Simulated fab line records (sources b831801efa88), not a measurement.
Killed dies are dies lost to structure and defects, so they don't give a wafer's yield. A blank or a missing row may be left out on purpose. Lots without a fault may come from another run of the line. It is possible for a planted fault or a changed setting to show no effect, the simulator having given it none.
fab line records || flow sky130
record: {"lots": 7, "wafers": 21, "last_day": 49}
route steps=708 shown FIELD_ISO@1 PAD_OPEN@708
lots that met no fault: from a run of the same line without faults
start_h: hours from the record's opening day to when the first of the lot's shown wafers began || wait_h: how many hours have passed since the lot's step before this one || " unchanged from the row above || L1.1+2: one row covering several wafers at once || - no value, or no start was given || * or withheld: withheld || < > ~ a bound
route shown NAME@n: NAME is a module with steps in the file, n the number in the route of the first one || usual: mean/standard deviation taken from wafers without a fault || same: alike in all rows || chamber/n: place in a boat || sites: per-site readings || _std_site: the values' standard deviation || _edge_site: the outer-site mean with the inner-site mean subtracted || radius_mm: how far each site lies from the wafer's centre || mask NAME#n: copy n || behind: the most recent tool/chamber to have shaped the wafer || hold: why the lot went on hold/how many hours it stayed there/how the hold came to an end || device: which transistor (n, p or np) failed to switch || end of line: the route-end tests of the same wafers || where a step has no rows: the recipe by itself || killed: dies lost to structure and defects at the first sort, not the wafer's yield || map: per-die view of a wafer (x killed, . not killed, _ where there is no die)
set.NAME: setting as actually run; set.NAME@STEP: the setting as run at that earlier step || model.NAME: the simulator's own value behind a step, which no gauge read
lots seen at some steps along the route; tables by step, rows by wafer
== steps ==
step: SKY_FIELD_ISO_BOW_MEAS_00
recipe: {"mode": "bow"}
usual: {"INCOMING_BOW": "0/6.8"}
{"lot.wafer": "L434.1", "tool": "film_metro-01", "chamber": "-", "start_h": 15.00, "wait_h": "-", "INCOMING_BOW[um]": 2}
{"lot.wafer": "L434.2", "tool": "film_metro-01", "chamber": "-", "start_h": 15.00, "wait_h": "-", "INCOMING_BOW[um]": 0}
{"lot.wafer": "L434.6", "tool": "film_metro-01", "chamber": "-", "start_h": 15.00, "wait_h": "-", "INCOMING_BOW[um]": 9}
{"lot.wafer": "L435.1", "tool": "film_metro-01", "chamber": "-", "start_h": 20.00, "wait_h": "-", "INCOMING_BOW[um]": -8}
{"lot.wafer": "L435.2", "tool": "film_metro-01", "chamber": "-", "start_h": 20.00, "wait_h": "-", "INCOMING_BOW[um]": -12}
{"lot.wafer": "L435.4", "tool": "film_metro-01", "chamber": "-", "start_h": 20.00, "wait_h": "-", "INCOMING_BOW[um]": -3}
{"lot.wafer": "L437.1", "tool": "film_metro-02", "chamber": "-", "start_h": 30.00, "wait_h": "-", "INCOMING_BOW[um]": 2}
{"lot.wafer": "L437.3", "tool": "film_metro-02", "chamber": "-", "start_h": 30.00, "wait_h": "-", "INCOMING_BOW[um]": -6}
{"lot.wafer": "L437.5", "tool": "film_metro-02", "chamber": "-", "start_h": 30.00, "wait_h": "-", "INCOMING_BOW[um]": 7}
{"lot.wafer": "L438.2", "tool": "film_metro-04", "chamber": "-", "start_h": 35.02, "wait_h": "-", "INCOMING_BOW[um]": -5}
{"lot.wafer": "L438.3", "tool": "film_metro-04", "chamber": "-", "start_h": 35.02, "wait_h": "-", "INCOMING_BOW[um]": -5}
{"lot.wafer": "L438.4", "tool": "film_metro-04", "chamber": "-", "start_h": 35.02, "wait_h": "-", "INCOMING_BOW[um]": 11}
{"lot.wafer": "L446.1", "tool": "film_metro-02", "chamber": "-", "start_h": 75.00, "wait_h": "-", "INCOMING_BOW[um]": 5}
{"lot.wafer": "L446.2", "tool": "film_metro-02", "chamber": "-", "start_h": 75.00, "wait_h": "-", "INCOMING_BOW[um]": 0}
{"lot.wafer": "L446.3", "tool": "film_metro-02", "chamber": "-", "start_h": 75.00, "wait_h": "-", "INCOMING_BOW[um]": 11}
{"lot.wafer": "L451.1", "tool": "film_metro-04", "chamber": "-", "start_h": 100.00, "wait_h": "-", "INCOMING_BOW[um]": 9}
{"lot.wafer": "L451.3", "tool": "film_metro-04", "chamber": "-", "start_h": 100.00, "wait_h": "-", "INCOMING_BOW[um]": -1}
{"lot.wafer": "L451.6", "tool": "film_metro-04", "chamber": "-", "start_h": 100.00, "wait_h": "-", "INCOMING_BOW[um]": 17}
{"lot.wafer": "L452.1", "tool": "film_metro-04", "chamber": "-", "start_h": 105.00, "wait_h": "-", "INCOMING_BOW[um]": -3}
{"lot.wafer": "L452.2", "tool": "film_metro-04", "chamber": "-", "start_h": 105.00, "wait_h": "-", "INCOMING_BOW[um]": 10}
{"lot.wafer": "L452.5", "tool": "film_metro-04", "chamber": "-", "start_h": 105.00, "wait_h": "-", "INCOMING_BOW[um]": 7}
step: SKY_FIELD_ISO_OXIDATION_01
recipe: {"temp_c": 900, "ambient": "O2", "stabilise_s": 600, "purge_s": 300, "target_thk_a": 120, "ox_time_s": 1843}
step: SKY_FIELD_ISO_THK_MEAS_02
recipe: {"reads": "SiO2_of_FIELD_ISO_OXIDATION_01"}
usual: {"FIELD_ISO_OXIDATION_00_THK": "12.09/0.2"}
{"lot.wafer": "L434.1", "tool": "film_metro-04", "chamber": "-", "start_h": 18.03, "wait_h": 0.0, "FIELD_ISO_OXIDATION_00_THK[nm]": 12.09}
{"lot.wafer": "L434.2", "tool": "film_metro-04", "chamber": "-", "start_h": 18.03, "wait_h": 0.0, "FIELD_ISO_OXIDATION_00_THK[nm]": 12.25}
{"lot.wafer": "L434.6", "tool": "film_metro-04", "chamber": "-", "start_h": 18.03, "wait_h": 0.0, "FIELD_ISO_OXIDATION_00_THK[nm]": 12.07}
{"lot.wafer": "L435.1", "tool": "film_metro-01", "chamber": "-", "start_h": 21.73, "wait_h": 0.0, "FIELD_ISO_OXIDATION_00_THK[nm]": 12.19}
{"lot.wafer": "L435.2", "tool": "film_metro-01", "chamber": "-", "start_h": 21.73, "wait_h": 0.0, "FIELD_ISO_OXIDATION_00_THK[nm]": 11.91}
{"lot.wafer": "L435.4", "tool": "film_metro-01", "chamber": "-", "start_h": 21.73, "wait_h": 0.0, "FIELD_ISO_OXIDATION_00_THK[nm]": 11.87}
{"lot.wafer": "L437.1", "tool": "film_metro-01", "chamber": "-", "start_h": 32.31, "wait_h": 0.0, "FIELD_ISO_OXIDATION_00_THK[nm]": 12.20}
{"lot.wafer": "L437.3", "tool": "film_metro-01", "chamber": "-", "start_h": 32.31, "wait_h": 0.0, "FIELD_ISO_OXIDATION_00_THK[nm]": 12.17}
{"lot.wafer": "L437.5", "tool": "film_metro-01", "chamber": "-", "start_h": 32.31, "wait_h": 0.0, "FIELD_ISO_OXIDATION_00_THK[nm]": 12.19}
{"lot.wafer": "L438.2", "tool": "film_metro-02", "chamber": "-", "start_h": 37.20, "wait_h": 0.0, "FIELD_ISO_OXIDATION_00_THK[nm]": 12.25}
{"lot.wafer": "L438.3", "tool": "film_metro-02", "chamber": "-", "start_h": 37.20, "wait_h": 0.0, "FIELD_ISO_OXIDATION_00_THK[nm]": 12.20}
{"lot.wafer": "L438.4", "tool": "film_metro-02", "chamber": "-", "start_h": 37.20, "wait_h": 0.0, "FIELD_ISO_OXIDATION_00_THK[nm]": 12.06}
{"lot.wafer": "L446.1", "tool": "film_metro-04", "chamber": "-", "start_h": 78.46, "wait_h": 0.0, "FIELD_ISO_OXIDATION_00_THK[nm]": 12.22}
{"lot.wafer": "L446.2", "tool": "film_metro-04", "chamber": "-", "start_h": 78.46, "wait_h": 0.0, "FIELD_ISO_OXIDATION_00_THK[nm]": 11.90}
{"lot.wafer": "L446.3", "tool": "film_metro-04", "chamber": "-", "start_h": 78.46, "wait_h": 0.0, "FIELD_ISO_OXIDATION_00_THK[nm]": 12.12}
{"lot.wafer": "L451.1", "tool": "film_metro-04", "chamber": "-", "start_h": 102.63, "wait_h": 0.0, "FIELD_ISO_OXIDATION_00_THK[nm]": 12.23}
{"lot.wafer": "L451.3", "tool": "film_metro-04", "chamber": "-", "start_h": 102.63, "wait_h": 0.0, "FIELD_ISO_OXIDATION_00_THK[nm]": 11.92}
{"lot.wafer": "L451.6", "tool": "film_metro-04", "chamber": "-", "start_h": 102.63, "wait_h": 0.0, "FIELD_ISO_OXIDATION_00_THK[nm]": 12.00}
{"lot.wafer": "L452.1", "tool": "film_metro-01", "chamber": "-", "start_h": 106.63, "wait_h": 0.0, "FIELD_ISO_OXIDATION_00_THK[nm]": 12.48}
{"lot.wafer": "L452.2", "tool": "film_metro-01", "chamber": "-", "start_h": 106.63, "wait_h": 0.0, "FIELD_ISO_OXIDATION_00_THK[nm]": 12.49}
{"lot.wafer": "L452.5", "tool": "film_metro-01", "chamber": "-", "start_h": 106.63, "wait_h": 0.0, "FIELD_ISO_OXIDATION_00_THK[nm]": 12.38}
step: SKY_FIELD_ISO_CVD_03
recipe: {"material": "Si3N4", "precursor": "DCS/NH3", "target_thk_nm": 165, "temp_c": 770, "time_s": 2830, "pressure_mtorr": 250}
step: SKY_FIELD_ISO_THK_MEAS_04
recipe: {"reads": "Si3N4_of_FIELD_ISO_CVD_03"}
usual: {"FIELD_ISO_CVD_03_THK": "164.4/1.5"}
{"lot.wafer": "L434.1", "tool": "film_metro-02", "chamber": "-", "start_h": 19.87, "wait_h": 0.0, "FIELD_ISO_CVD_03_THK[nm]": 165.0}
{"lot.wafer": "L434.2", "tool": "film_metro-02", "chamber": "-", "start_h": 19.87, "wait_h": 0.0, "FIELD_ISO_CVD_03_THK[nm]": 163.8}
{"lot.wafer": "L434.6", "tool": "film_metro-02", "chamber": "-", "start_h": 19.87, "wait_h": 0.0, "FIELD_ISO_CVD_03_THK[nm]": 163.4}
{"lot.wafer": "L435.1", "tool": "film_metro-04", "chamber": "-", "start_h": 24.10, "wait_h": 0.0, "FIELD_ISO_CVD_03_THK[nm]": 164.4}
{"lot.wafer": "L435.2", "tool": "film_metro-04", "chamber": "-", "start_h": 24.10, "wait_h": 0.0, "FIELD_ISO_CVD_03_THK[nm]": 164.8}
{"lot.wafer": "L435.4", "tool": "film_metro-04", "chamber": "-", "start_h": 24.10, "wait_h": 0.0, "FIELD_ISO_CVD_03_THK[nm]": 165.8}
{"lot.wafer": "L437.1", "tool": "film_metro-04", "chamber": "-", "start_h": 34.16, "wait_h": 0.0, "FIELD_ISO_CVD_03_THK[nm]": 164.2}
{"lot.wafer": "L437.3", "tool": "film_metro-04", "chamber": "-", "start_h": 34.16, "wait_h": 0.0, "FIELD_ISO_CVD_03_THK[nm]": 163.9}
{"lot.wafer": "L437.5", "tool": "film_metro-04", "chamber": "-", "start_h": 34.16, "wait_h": 0.0, "FIELD_ISO_CVD_03_THK[nm]": 164.0}
{"lot.wafer": "L438.2", "tool": "film_metro-04", "chamber": "-", "start_h": 39.71, "wait_h": 0.0, "FIELD_ISO_CVD_03_THK[nm]": 163.5}
{"lot.wafer": "L438.3", "tool": "film_metro-04", "chamber": "-", "start_h": 39.71, "wait_h": 0.0, "FIELD_ISO_CVD_03_THK[nm]": 164.0}
{"lot.wafer": "L438.4", "tool": "film_metro-04", "chamber": "-", "start_h": 39.71, "wait_h": 0.0, "FIELD_ISO_CVD_03_THK[nm]": 165.3}
{"lot.wafer": "L446.1", "tool": "film_metro-01", "chamber": "-", "start_h": 84.14, "wait_h": 0.0, "FIELD_ISO_CVD_03_THK[nm]": 162.1}
{"lot.wafer": "L446.2", "tool": "film_metro-01", "chamber": "-", "start_h": 84.14, "wait_h": 0.0, "FIELD_ISO_CVD_03_THK[nm]": 161.8}
{"lot.wafer": "L446.3", "tool": "film_metro-01", "chamber": "-", "start_h": 84.14, "wait_h": 0.0, "FIELD_ISO_CVD_03_THK[nm]": 162.3}
{"lot.wafer": "L451.1", "tool": "film_metro-04", "chamber": "-", "start_h": 104.48, "wait_h": 0.0, "FIELD_ISO_CVD_03_THK[nm]": 163.3}
{"lot.wafer": "L451.3", "tool": "film_metro-04", "chamber": "-", "start_h": 104.48, "wait_h": 0.0, "FIELD_ISO_CVD_03_THK[nm]": 164.0}
{"lot.wafer": "L451.6", "tool": "film_metro-04", "chamber": "-", "start_h": 104.48, "wait_h": 0.0, "FIELD_ISO_CVD_03_THK[nm]": 164.1}
{"lot.wafer": "L452.1", "tool": "film_metro-01", "chamber": "-", "start_h": 108.52, "wait_h": 0.0, "FIELD_ISO_CVD_03_THK[nm]": 167.0}
{"lot.wafer": "L452.2", "tool": "film_metro-01", "chamber": "-", "start_h": 108.52, "wait_h": 0.0, "FIELD_ISO_CVD_03_THK[nm]": 168.0}
{"lot.wafer": "L452.5", "tool": "film_metro-01", "chamber": "-", "start_h": 108.52, "wait_h": 0.0, "FIELD_ISO_CVD_03_THK[nm]": 165.6}
step: SKY_FIELD_ISO_DEHYDRATE_05
recipe: {"temp_c": 200, "time_s": 60}
step: SKY_FIELD_ISO_HMDS_06
recipe: {"prime_time_s": 60, "prime_temp_c": 120}
step: SKY_FIELD_ISO_COAT_07
recipe: {"resist": "BARC", "temp_c": "withheld", "time_s": "withheld", "spin_rpm": 3000, "resist_thk_nm": 60}
step: SKY_FIELD_ISO_COAT_08
recipe: {"resist": "KrF-thick", "spin_rpm": 3000, "resist_thk_nm": 450}
step: SKY_FIELD_ISO_SOFTBAKE_09
recipe: {"temp_c": 100, "time_s": 90, "resist": "KrF-thick"}
usual: {"heater_power_total_W": "57.36/0.11", "plate_temp_C": "100.00/0.14"}
{"lot.wafer": "L434.1", "tool": "litho_track-02", "chamber": 0, "start_h": 26, "wait_h": "-", "heater_power_total_W": 57.28, "plate_temp_C": 100.04}
{"lot.wafer": "L434.2", "tool": "litho_track-02", "chamber": 0, "start_h": 26, "wait_h": "-", "heater_power_total_W": 57.30, "plate_temp_C": 100.01}
{"lot.wafer": "L434.6", "tool": "litho_track-02", "chamber": 0, "start_h": 27, "wait_h": "-", "heater_power_total_W": 57.29, "plate_temp_C": 100.31}
{"lot.wafer": "L435.1", "tool": "litho_track-02", "chamber": 0, "start_h": 31, "wait_h": "-", "heater_power_total_W": 57.21, "plate_temp_C": 100.04}
{"lot.wafer": "L435.2", "tool": "litho_track-02", "chamber": 0, "start_h": 32, "wait_h": "-", "heater_power_total_W": 57.42, "plate_temp_C": 100.01}
{"lot.wafer": "L435.4", "tool": "litho_track-02", "chamber": 0, "start_h": 32, "wait_h": "-", "heater_power_total_W": 57.39, "plate_temp_C": 100.08}
{"lot.wafer": "L437.1", "tool": "litho_track-03", "chamber": 0, "start_h": 40, "wait_h": "-", "heater_power_total_W": 57.55, "plate_temp_C": 99.91}
{"lot.wafer": "L437.3", "tool": "litho_track-03", "chamber": 0, "start_h": 41, "wait_h": "-", "heater_power_total_W": 57.28, "plate_temp_C": 99.96}
{"lot.wafer": "L437.5", "tool": "litho_track-03", "chamber": 0, "start_h": 41, "wait_h": "-", "heater_power_total_W": 57.13, "plate_temp_C": 100.00}
{"lot.wafer": "L438.2", "tool": "litho_track-02", "chamber": 0, "start_h": 47, "wait_h": "-", "heater_power_total_W": 57.36, "plate_temp_C": 100.15}
{"lot.wafer": "L438.3", "tool": "litho_track-02", "chamber": 0, "start_h": 47, "wait_h": "-", "heater_power_total_W": 57.20, "plate_temp_C": 100.16}
{"lot.wafer": "L438.4", "tool": "litho_track-02", "chamber": 0, "start_h": 47, "wait_h": "-", "heater_power_total_W": 57.36, "plate_temp_C": 100.14}
{"lot.wafer": "L446.1", "tool": "litho_track-03", "chamber": 0, "start_h": 92, "wait_h": "-", "heater_power_total_W": 57.84, "plate_temp_C": 100.67}
{"lot.wafer": "L446.2", "tool": "litho_track-03", "chamber": 0, "start_h": 92, "wait_h": "-", "heater_power_total_W": 58.13, "plate_temp_C": 100.52}
{"lot.wafer": "L446.3", "tool": "litho_track-03", "chamber": 0, "start_h": 92, "wait_h": "-", "heater_power_total_W": 58.10, "plate_temp_C": 100.67}
{"lot.wafer": "L451.1", "tool": "litho_track-03", "chamber": 0, "start_h": 113, "wait_h": "-", "heater_power_total_W": 58.04, "plate_temp_C": 100.65}
{"lot.wafer": "L451.3", "tool": "litho_track-03", "chamber": 0, "start_h": 114, "wait_h": "-", "heater_power_total_W": 57.93, "plate_temp_C": 100.59}
{"lot.wafer": "L451.6", "tool": "litho_track-03", "chamber": 0, "start_h": 114, "wait_h": "-", "heater_power_total_W": 58.18, "plate_temp_C": 100.64}
{"lot.wafer": "L452.1", "tool": "litho_track-03", "chamber": 0, "start_h": 117, "wait_h": "-", "heater_power_total_W": 58.05, "plate_temp_C": 100.86}
{"lot.wafer": "L452.2", "tool": "litho_track-03", "chamber": 0, "start_h": 117, "wait_h": "-", "heater_power_total_W": 57.84, "plate_temp_C": 100.90}
{"lot.wafer": "L452.5", "tool": "litho_track-03", "chamber": 0, "start_h": 117, "wait_h": "-", "heater_power_total_W": 57.93, "plate_temp_C": 100.64}
step: SKY_FIELD_ISO_EXPOSE_10
recipe: {"mask_id": "FOM", "na": 0.68, "source_shape": "annular", "sigma_inner": 0.4, "sigma_outer": 0.8, "target_cd_nm": 150, "dose_mj": 28}
step: SKY_PAD_OPEN_PROBE_99
usual: {"killed_at_M0_to_M3": "44/7.2", "killed_at_M4_up": "3.1/1.8", "killed_at_contacts": "24/4.5", "killed_at_front_end": "16/4.4", "killed_at_other": "0.2/0.42", "killed_dies": "87/8.9", "killed_open": "48/6.4", "killed_short": "39/6.2"}
same: {"gross_dies": 492, "killed_at_back_side": 0}
{"lot.wafer": "L437.1", "tool": "prober-01", "chamber": "-", "start_h": 1084.17, "wait_h": 0.1, "killed_at_M0_to_M3": 55, "killed_at_M4_up": 3, "killed_at_contacts": 30, "killed_at_front_end": 13, "killed_at_other": 0, "killed_dies": 101, "killed_open": 56, "killed_short": 45}
{"lot.wafer": "L437.3", "tool": "prober-01", "chamber": "-", "start_h": 1084.27, "wait_h": 0.2, "killed_at_M0_to_M3": 46, "killed_at_M4_up": 3, "killed_at_contacts": 23, "killed_at_front_end": 10, "killed_at_other": 0, "killed_dies": 82, "killed_open": 48, "killed_short": 34}
{"lot.wafer": "L437.5", "tool": "prober-01", "chamber": "-", "start_h": 1084.37, "wait_h": 0.2, "killed_at_M0_to_M3": 27, "killed_at_M4_up": 5, "killed_at_contacts": 29, "killed_at_front_end": 14, "killed_at_other": 0, "killed_dies": 75, "killed_open": 35, "killed_short": 40}
{"lot.wafer": "L451.1", "tool": "prober-01", "chamber": "-", "start_h": 1172.32, "wait_h": 0.1, "killed_at_M0_to_M3": 37, "killed_at_M4_up": 0, "killed_at_contacts": 17, "killed_at_front_end": 25, "killed_at_other": 0, "killed_dies": 79, "killed_open": 50, "killed_short": 29}
{"lot.wafer": "L451.3", "tool": "prober-01", "chamber": "-", "start_h": 1172.42, "wait_h": 0.2, "killed_at_M0_to_M3": 42, "killed_at_M4_up": 7, "killed_at_contacts": 18, "killed_at_front_end": 12, "killed_at_other": 1, "killed_dies": 80, "killed_open": 38, "killed_short": 42}
{"lot.wafer": "L451.6", "tool": "prober-01", "chamber": "-", "start_h": 1172.57, "wait_h": 0.2, "killed_at_M0_to_M3": 49, "killed_at_M4_up": 3, "killed_at_contacts": 23, "killed_at_front_end": 7, "killed_at_other": 0, "killed_dies": 82, "killed_open": 50, "killed_short": 32}
{"lot.wafer": "L452.1", "tool": "prober-02", "chamber": "-", "start_h": 1174.22, "wait_h": 0.1, "killed_at_M0_to_M3": 50, "killed_at_M4_up": 4, "killed_at_contacts": 19, "killed_at_front_end": 9, "killed_at_other": 0, "killed_dies": 82, "killed_open": 46, "killed_short": 36}
{"lot.wafer": "L452.2", "tool": "prober-02", "chamber": "-", "start_h": 1174.27, "wait_h": 0.1, "killed_at_M0_to_M3": 36, "killed_at_M4_up": 2, "killed_at_contacts": 19, "killed_at_front_end": 17, "killed_at_other": 0, "killed_dies": 74, "killed_open": 41, "killed_short": 33}
{"lot.wafer": "L452.5", "tool": "prober-02", "chamber": "-", "start_h": 1174.42, "wait_h": 0.2, "killed_at_M0_to_M3": 66, "killed_at_M4_up": 2, "killed_at_contacts": 24, "killed_at_front_end": 11, "killed_at_other": 0, "killed_dies": 103, "killed_open": 54, "killed_short": 49}
killed by level:class
L437.1 VIA1:geometric_particle:open=17 CONTACT:geometric_particle:open=12 VIA1:geometric_particle:short=10 METAL1:geometric_particle:short=5 LI_CONTACT:geometric_particle:short=5 LI_CONTACT:geometric_particle:open=5 VIA2:geometric_particle:open=5 FIELD_ISO:geometric_particle:open=4
L437.3 VIA1:geometric_particle:open=10 CONTACT:geometric_particle:open=9 VIA3:geometric_particle:open=7 CONTACT:geometric_particle:short=6 METAL1:geometric_particle:short=6 VIA1:geometric_particle:short=6 VIA2:geometric_particle:open=5 LI_CONTACT:geometric_particle:open=4
L437.5 CONTACT:geometric_particle:open=13 LI_CONTACT:geometric_particle:open=7 METAL3:geometric_particle:short=5 POLY_GATE:geometric_particle:short=5 METAL4:geometric_particle:short=5 FIELD_ISO:geometric_particle:short=4 LI_CONTACT:geometric_particle:short=4 VIA1:geometric_particle:open=4
L451.1 FIELD_ISO:geometric_particle:open=12 VIA2:geometric_particle:open=11 CONTACT:geometric_particle:open=8 VIA1:geometric_particle:open=7 POLY_CUT:geometric_particle:short=4 LI_CONTACT:geometric_particle:short=4 LI_CONTACT:geometric_particle:open=4 VIA1:geometric_particle:short=4
L451.3 VIA1:geometric_particle:open=11 VIA2:geometric_particle:open=8 METAL2:geometric_particle:short=7 CONTACT:geometric_particle:open=6 LI_CONTACT:geometric_particle:open=5 CONTACT:geometric_particle:short=5 METAL1:geometric_particle:short=5 POLY_GATE:geometric_particle:open=4
L451.6 LI_CONTACT:geometric_particle:open=10 CONTACT:geometric_particle:open=9 VIA1:geometric_particle:open=8 VIA2:geometric_particle:open=8 VIA3:geometric_particle:open=7 VIA2:geometric_particle:short=5 POLY_GATE:geometric_particle:open=4 LI_CONTACT:geometric_particle:short=4
L452.1 VIA1:geometric_particle:open=15 METAL1:geometric_particle:short=7 VIA2:geometric_particle:open=7 VIA1:geometric_particle:short=6 CONTACT:geometric_particle:short=5 CONTACT:geometric_particle:open=5 VIA3:geometric_particle:open=5 LI_CONTACT:geometric_particle:open=4
L452.2 CONTACT:geometric_particle:open=8 METAL1:geometric_particle:short=7 POLY_GATE:geometric_particle:open=7 VIA1:geometric_particle:open=7 VIA2:geometric_particle:open=6 VIA3:geometric_particle:open=6 VIA1:geometric_particle:short=4 VIA2:geometric_particle:short=4
L452.5 VIA1:geometric_particle:open=15 METAL1:geometric_particle:short=10 VIA2:geometric_particle:open=10 CONTACT:geometric_particle:open=9 VIA3:geometric_particle:open=7 LOCAL_INTERCONNECT:geometric_particle:short=6 METAL2:geometric_particle:short=6 METAL3:geometric_particle:short=6
== key ==
first_sign: {"step": "SKY_FIELD_ISO_SOFTBAKE_09", "reading": "heater_power_total_W", "direction": "up", "sigmas": 5.8, "usual": "*", "struck": "*"}
effect: {"step": "SKY_FIELD_ISO_SOFTBAKE_09", "reading": "plate_temp_C", "direction": "up", "sigmas": 5, "usual": "*", "struck": "*"}
met_at SKY_FIELD_ISO_SOFTBAKE_09
struck_wafers L446.1,L446.2,L446.3,L451.1,L451.3,L451.6,L452.1,L452.2,L452.5
tester_left_out L446,L451,L452
loop_trim: {"step": "SKY_FIELD_ISO_EXPOSE_10", "setting": "dose", "lots": "L451,L452"}
onset_between 40 92
fault: {"kind": "process_parameter_drift", "tool": "litho_track-03", "chamber": "-", "onset_h": 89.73, "steps": "SKY_FIELD_ISO_SOFTBAKE_09", "channel": "temp_c", "offset": "*", "shape": "step", "end_h": 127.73, "acts_in": "*", "stated": "*"}
tester_left_out: of these lots the tester's yield and bins aren't shown, on N5 and GAA mostly nor the transistor test; their killed dies are dies lost to structure and defects alone, not to doping, threshold or leakage, so they don't give the yield
loop_trim: a control loop set the setting to another value than it would have without faults
